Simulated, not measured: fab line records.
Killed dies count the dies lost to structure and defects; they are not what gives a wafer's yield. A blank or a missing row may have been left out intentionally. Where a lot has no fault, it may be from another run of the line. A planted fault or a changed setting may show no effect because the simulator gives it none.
Which tool did it? / flow sky130 / Sampling: 12 lots, 36 wafers, 3 of 708 route steps

== WHAT EACH GAUGE READ, for each wafer ==
SKY_VT_ADJUST_HVTP_TW_MEAS_11. Usual: VT_ADJUST_HVTP_TW typically reads 1358, with standard deviation 14.
lot=L972; measured=day 7 02:44; on=filmMetro-04; VT_ADJUST_HVTP_TW=1367 1376 1375; flag=
lot=L976; measured=day 7 17:47; on=filmMetro-04; VT_ADJUST_HVTP_TW=1369 1376 1366; flag=
lot=L975; measured=day 7 19:57; on=filmMetro-03; VT_ADJUST_HVTP_TW=1375 1362 1364; flag=
lot=L978; measured=day 8 01:53; on=filmMetro-03; VT_ADJUST_HVTP_TW=1364 1359 1361; flag=
lot=L980; measured=day 8 15:18; on=filmMetro-02; VT_ADJUST_HVTP_TW=1332 1333 1335; flag=
lot=L981; measured=day 8 17:08; on=filmMetro-04; VT_ADJUST_HVTP_TW=1359 1355 1356; flag=
lot=L984; measured=day 9 07:36; on=filmMetro-04; VT_ADJUST_HVTP_TW=1357 1357 1370; flag=
lot=L985; measured=day 9 23:44; on=filmMetro-04; VT_ADJUST_HVTP_TW=1366 1359 1363; flag=
lot=L990; measured=day 11 04:19; on=filmMetro-02; VT_ADJUST_HVTP_TW=1336 1332 1332; flag=
lot=L992; measured=day 11 15:13; on=filmMetro-04; VT_ADJUST_HVTP_TW=1350 1370 1354; flag=
lot=L993; measured=day 11 22:15; on=filmMetro-04; VT_ADJUST_HVTP_TW=1359 1356 1357; flag=
lot=L994; measured=day 12 02:16; on=filmMetro-02; VT_ADJUST_HVTP_TW=1339 1341 1333; flag=

== WHAT TOOL EACH LOT RAN ON (gives the tool, then ch and the chambers of the sampled wafers, and finally the start) ==
lot=L972; SKY_DNWELL_STRIP_08=plasmaAsher-01 ch 0,1, day 4 01:44; SKY_NWELL_EXPOSE_07=ilineStepper-02 ch 0, day 5 04:49
lot=L976; SKY_DNWELL_STRIP_08=plasmaAsher-01 ch 0,1, day 4 14:26; SKY_NWELL_EXPOSE_07=ilineStepper-01 ch 0, day 5 16:52
lot=L975; SKY_DNWELL_STRIP_08=plasmaAsher-02 ch 0,1, day 4 15:11; SKY_NWELL_EXPOSE_07=ilineStepper-01 ch 0, day 5 17:47
lot=L978; SKY_DNWELL_STRIP_08=plasmaAsher-03 ch 0,1, day 4 22:07; SKY_NWELL_EXPOSE_07=ilineStepper-02 ch 0, day 6 01:13
lot=L980; SKY_DNWELL_STRIP_08=plasmaAsher-01 ch 0,1, day 5 08:35; SKY_NWELL_EXPOSE_07=ilineStepper-02 ch 0, day 6 11:23
lot=L981; SKY_DNWELL_STRIP_08=plasmaAsher-03 ch 0,1, day 5 09:08; SKY_NWELL_EXPOSE_07=ilineStepper-02 ch 0, day 6 12:35
lot=L984; SKY_DNWELL_STRIP_08=plasmaAsher-03 ch 0, day 5 23:14; SKY_NWELL_EXPOSE_07=ilineStepper-01 ch 0, day 7 03:18
lot=L985; SKY_DNWELL_STRIP_08=plasmaAsher-01 ch 0,1, day 6 11:29; SKY_NWELL_EXPOSE_07=ilineStepper-01 ch 0, day 7 17:59
lot=L990; SKY_DNWELL_STRIP_08=plasmaAsher-03 ch 0,1, day 7 13:50; SKY_NWELL_EXPOSE_07=ilineStepper-01 ch 0, day 8 20:32
lot=L992; SKY_DNWELL_STRIP_08=plasmaAsher-02 ch 0,1, day 7 20:47; SKY_NWELL_EXPOSE_07=ilineStepper-01 ch 0, day 9 05:14
lot=L993; SKY_DNWELL_STRIP_08=plasmaAsher-02 ch 0, day 8 02:17; SKY_NWELL_EXPOSE_07=ilineStepper-01 ch 0, day 9 11:36
lot=L994; SKY_DNWELL_STRIP_08=plasmaAsher-02 ch 0,1, day 8 08:19; SKY_NWELL_EXPOSE_07=ilineStepper-01 ch 0, day 9 16:37
- SKY_DNWELL_STRIP_08: strips in O2/N2.
- SKY_NWELL_EXPOSE_07: exposes mask NWM, target cd 840 nm.

== AS READ BY THE TOOLS THEMSELVES (means over the sampled wafers that have a number; for cases with no such wafer, the mark the record gives instead) ==
SKY_DNWELL_STRIP_08. Usual: drypumpMotorCurrentA 5.7 A, standard deviation 0.58; oesProductAu 0.722 a.u., standard deviation 0.0049; stripTimeToEndpointS 36.97 s, standard deviation 0.095.
lot=L972; tool=plasmaAsher-01; drypumpMotorCurrentA (A)=6.2; oesProductAu (a.u.)=0.721; stripTimeToEndpointS (s)=37.08; flag=
lot=L976; tool=plasmaAsher-01; drypumpMotorCurrentA (A)=6.2; oesProductAu (a.u.)=0.718; stripTimeToEndpointS (s)=37.09; flag=
lot=L975; tool=plasmaAsher-02; drypumpMotorCurrentA (A)=5.0; oesProductAu (a.u.)=0.721; stripTimeToEndpointS (s)=37.02; flag=
lot=L978; tool=plasmaAsher-03; drypumpMotorCurrentA (A)=5.6; oesProductAu (a.u.)=0.719; stripTimeToEndpointS (s)=36.89; flag=
lot=L980; tool=plasmaAsher-01; drypumpMotorCurrentA (A)=6.2; oesProductAu (a.u.)=0.724; stripTimeToEndpointS (s)=37.01; flag=
lot=L981; tool=plasmaAsher-03; drypumpMotorCurrentA (A)=5.6; oesProductAu (a.u.)=0.718; stripTimeToEndpointS (s)=37.03; flag=
lot=L984; tool=plasmaAsher-03; drypumpMotorCurrentA (A)=6.2; oesProductAu (a.u.)=0.721; stripTimeToEndpointS (s)=37.00; flag=
lot=L985; tool=plasmaAsher-01; drypumpMotorCurrentA (A)=6.2; oesProductAu (a.u.)=0.724; stripTimeToEndpointS (s)=36.76; flag=
lot=L990; tool=plasmaAsher-03; drypumpMotorCurrentA (A)=5.6; oesProductAu (a.u.)=0.723; stripTimeToEndpointS (s)=36.90; flag=
lot=L992; tool=plasmaAsher-02; drypumpMotorCurrentA (A)=5.2; oesProductAu (a.u.)=0.720; stripTimeToEndpointS (s)=36.96; flag=
lot=L993; tool=plasmaAsher-02; drypumpMotorCurrentA (A)=5.5; oesProductAu (a.u.)=0.726; stripTimeToEndpointS (s)=36.95; flag=
lot=L994; tool=plasmaAsher-02; drypumpMotorCurrentA (A)=5.3; oesProductAu (a.u.)=0.720; stripTimeToEndpointS (s)=36.93; flag=

SKY_NWELL_EXPOSE_07. Usual: stageVelMmS 499.95 mm/s, standard deviation 0.25.
lot=L972; tool=ilineStepper-02; stageVelMmS (mm/s)=500.23; flag=
lot=L976; tool=ilineStepper-01; stageVelMmS (mm/s)=499.74; flag=
lot=L975; tool=ilineStepper-01; stageVelMmS (mm/s)=499.86; flag=
lot=L978; tool=ilineStepper-02; stageVelMmS (mm/s)=500.30; flag=
lot=L980; tool=ilineStepper-02; stageVelMmS (mm/s)=500.05; flag=
lot=L981; tool=ilineStepper-02; stageVelMmS (mm/s)=499.97; flag=
lot=L984; tool=ilineStepper-01; stageVelMmS (mm/s)=499.74; flag=
lot=L985; tool=ilineStepper-01; stageVelMmS (mm/s)=499.97; flag=
lot=L990; tool=ilineStepper-01; stageVelMmS (mm/s)=499.91; flag=
lot=L992; tool=ilineStepper-01; stageVelMmS (mm/s)=499.65; flag=
lot=L993; tool=ilineStepper-01; stageVelMmS (mm/s)=499.71; flag=
lot=L994; tool=ilineStepper-01; stageVelMmS (mm/s)=500.00; flag=

== THE ANSWER, worked out from the rows above alone ==
Rule: a lot is off if the mean of its wafers that have a number lies more than 3 standard deviations from the usual mean. Also off: a lot with no number at a reading for which 4 or more lots have one. The other lots that the step has rows for count as sound. First the gauges in route order, then the tools' own readings, where a lot's mean is used as printed above. The first step at which some lot is off is used, and at that step the reading that is off furthest; a lot without a number counts as furthest.
No lot is off on any of the readings shown, so nothing can be concluded from this.

== WHAT THE SIMULATOR PUT IN ==
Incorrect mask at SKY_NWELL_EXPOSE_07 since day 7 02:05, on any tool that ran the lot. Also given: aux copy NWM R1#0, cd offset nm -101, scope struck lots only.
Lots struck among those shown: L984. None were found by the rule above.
